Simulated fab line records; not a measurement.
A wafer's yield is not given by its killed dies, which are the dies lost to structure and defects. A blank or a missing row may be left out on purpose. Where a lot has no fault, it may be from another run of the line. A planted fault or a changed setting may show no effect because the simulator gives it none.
Which of the tools did it? | flow sky130 | 33 wafers from 11 lots sampled at 4 of the route's 708 steps

## WHAT THE GAUGES READ, wafer by wafer
SKY_CAPM_THK_MEAS_01. Usual: CAPM_CVD_00_THK gives 15.50 nm (standard deviation 0.21).
lot  | measured     | on            | CAPM_CVD_00_THK (nm) | flag
L876 | day 36 06:46 | film_metro-03 | 15.52 15.23 15.61    |
L877 | day 36 09:29 | film_metro-03 | 15.42 15.75 15.60    |
L878 | day 37 02:02 | film_metro-02 | 15.23 15.47 15.69    |
L881 | day 38 05:40 | film_metro-03 | 15.48 15.74 15.33    |
L888 | day 40 03:09 | film_metro-03 | 15.57 15.72 15.77    |
L889 | day 40 18:26 | film_metro-03 | 15.58 11.05 11.29    | OFF
L891 | day 41 02:43 | film_metro-04 | 15.87 11.41 11.40    | OFF
L893 | day 42 10:04 | film_metro-04 | 14.95 15.23 15.56    |
L895 | day 42 10:22 | film_metro-02 | 15.58 15.63 15.90    |
L897 | day 42 20:10 | film_metro-04 | 15.45 15.36 15.32    |
L899 | day 43 03:09 | film_metro-04 | 15.34 15.26 15.52    |

SKY_CAPM_OVL_MEAS_12. Usual: CAPM_OVL gives -0.4 nm (standard deviation 1.5).
lot  | measured     | on         | CAPM_OVL (nm)  | flag
L876 | day 37 08:34 | overlay-01 | -1.1 -1.3 -1.0 |
L877 | day 37 11:50 | overlay-02 | -2.6 -0.5 -1.9 |
L878 | day 38 03:46 | overlay-02 | 0.0 -0.7 0.5   |
L881 | day 39 06:43 | overlay-01 | -1.7 -2.1 -1.8 |
L888 | day 41 03:47 | overlay-01 | 0.1 1.9 0.6    |
L889 | day 41 18:44 | overlay-02 | -1.2 -1.2 -2.1 |
L891 | day 42 02:34 | overlay-01 | 2.1 0.8 0.4    |
L893 | day 43 08:40 | overlay-01 | 2.4 1.2 1.8    |
L895 | day 43 09:14 | overlay-02 | -2.5 -2.0 -2.8 |
L897 | day 43 19:12 | overlay-02 | -1.5 0.1 -0.2  |
L899 | day 44 02:12 | overlay-02 | -2.1 -1.5 -3.4 |

## TOOL THAT RAN EACH LOT (tool first, then ch and the chambers of the sampled wafers, then the start)
lot  | SKY_METAL2_ETCH_18                | SKY_CAPM_CVD_00
L876 | rie_metal-02 ch 0,1, day 35 01:13 | pecvd-03 ch 0,1,2, day 36 06:45
L877 | rie_metal-02 ch 0,1, day 35 04:22 | pecvd-04 ch 1,2, day 36 09:28
L878 | rie_metal-03 ch 0,1, day 35 21:28 | pecvd-04 ch 1,2, day 37 02:01
L881 | rie_metal-03 ch 1, day 37 00:50   | pecvd-04 ch 0,1, day 38 05:38
L888 | rie_metal-02 ch 0,1, day 38 23:27 | pecvd-04 ch 1,2, day 40 03:08
L889 | rie_metal-02 ch 0,1, day 39 14:37 | pecvd-04 ch 0,1, day 40 18:24
L891 | rie_metal-03 ch 0,1, day 39 22:53 | pecvd-04 ch 0,1, day 41 02:40
L893 | rie_metal-01 ch 0,1, day 41 07:05 | pecvd-01 ch 0,1, day 42 10:02
L895 | rie_metal-03 ch 0, day 41 07:09   | pecvd-03 ch 0,1,2, day 42 10:20
L897 | rie_metal-02 ch 0,1, day 41 18:28 | pecvd-03 ch 0,1,2, day 42 20:08
L899 | rie_metal-01 ch 0, day 42 01:00   | pecvd-01 ch 0,1,2, day 43 03:08
- SKY_METAL2_ETCH_18: etches BARC in N2/H2, stops on SiO2, time 45.9 s, target depth 60 nm.
- SKY_CAPM_CVD_00: deposits SiO2, target thk 15.5 nm.

## AS READ BY THE TOOLS THEMSELVES (means over the sampled wafers that have a number; for cases with no such wafer, the mark the record gives instead)
SKY_METAL2_ETCH_18. Usual: drypump_motor_current_A 5.6 A, standard deviation 0.48; h2_flow_sccm 200.1 sccm, standard deviation 0.58; oes_product_au 0.853 a.u., standard deviation 0.0045; throttle_valve_pct 13.224 %, standard deviation 0.0093.
lot  | tool         | drypump_motor_current_A (A) | h2_flow_sccm (sccm) | oes_product_au (a.u.) | throttle_valve_pct (%) | flag
L876 | rie_metal-02 | 5.2                         | 200.0               | 0.856                 | 13.226                 |
L877 | rie_metal-02 | 5.2                         | 199.8               | 0.853                 | 13.226                 |
L878 | rie_metal-03 | 5.9                         | 199.9               | 0.855                 | 13.223                 |
L881 | rie_metal-03 | 6.5                         | 199.5               | 0.850                 | 13.225                 |
L888 | rie_metal-02 | 5.2                         | 200.0               | 0.854                 | 13.230                 |
L889 | rie_metal-02 | 5.1                         | 200.2               | 0.850                 | 13.226                 |
L891 | rie_metal-03 | 6.2                         | 200.0               | 0.852                 | 13.229                 |
L893 | rie_metal-01 | 5.7                         | 199.8               | 0.848                 | 13.223                 |
L895 | rie_metal-03 | 5.6                         | 199.9               | 0.849                 | 13.219                 |
L897 | rie_metal-02 | 5.1                         | 200.2               | 0.855                 | 13.221                 |
L899 | rie_metal-01 | 5.3                         | 199.8               | 0.854                 | 13.227                 |

SKY_CAPM_CVD_00. Usual: heater_power_w reads 726 W (standard deviation 79).
lot  | tool     | heater_power_w (W) | flag
L876 | pecvd-03 | 706                |
L877 | pecvd-04 | 755                |
L878 | pecvd-04 | 721                |
L881 | pecvd-04 | 767                |
L888 | pecvd-04 | 773                |
L889 | pecvd-04 | 747                |
L891 | pecvd-04 | 775                |
L893 | pecvd-01 | 708                |
L895 | pecvd-03 | 701                |
L897 | pecvd-03 | 710                |
L899 | pecvd-01 | 674                |

## THE ANSWER, worked out from the rows above alone
Rule: take the mean of a lot's wafers that have a number; if it is more than 3 standard deviations from the usual mean, the lot is off. A lot without any number at a reading at which 4 lots or more have one is off too. The other lots that the step has rows for count as sound. After the gauges, taken in route order, come the tools' own readings; for these a lot's mean is taken, as printed above. At the first step where some lot is off, the reading lying furthest off is the one used; lots without a number count as furthest.
Off: L889, L891, at SKY_CAPM_THK_MEAS_01 (CAPM_CVD_00_THK).
A tool fits if, at a process step before that reading, it ran every lot that is off, and no sound lot after the first of them. Gauges at SKY_CAPM_THK_MEAS_01: tried the same way as those tools. One candidate fits, namely pecvd-04 at SKY_CAPM_CVD_00. Its last sound lot is L888 (day 40 03:08), its first lot that is off L889 (day 40 18:24): a fault that began between those two fits.

## WHAT HAD BEEN PUT IN BY THE SIMULATOR
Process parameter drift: pecvd-04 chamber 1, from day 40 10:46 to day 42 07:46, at SKY_CAPM_CVD_00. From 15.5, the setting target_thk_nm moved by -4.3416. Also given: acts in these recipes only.
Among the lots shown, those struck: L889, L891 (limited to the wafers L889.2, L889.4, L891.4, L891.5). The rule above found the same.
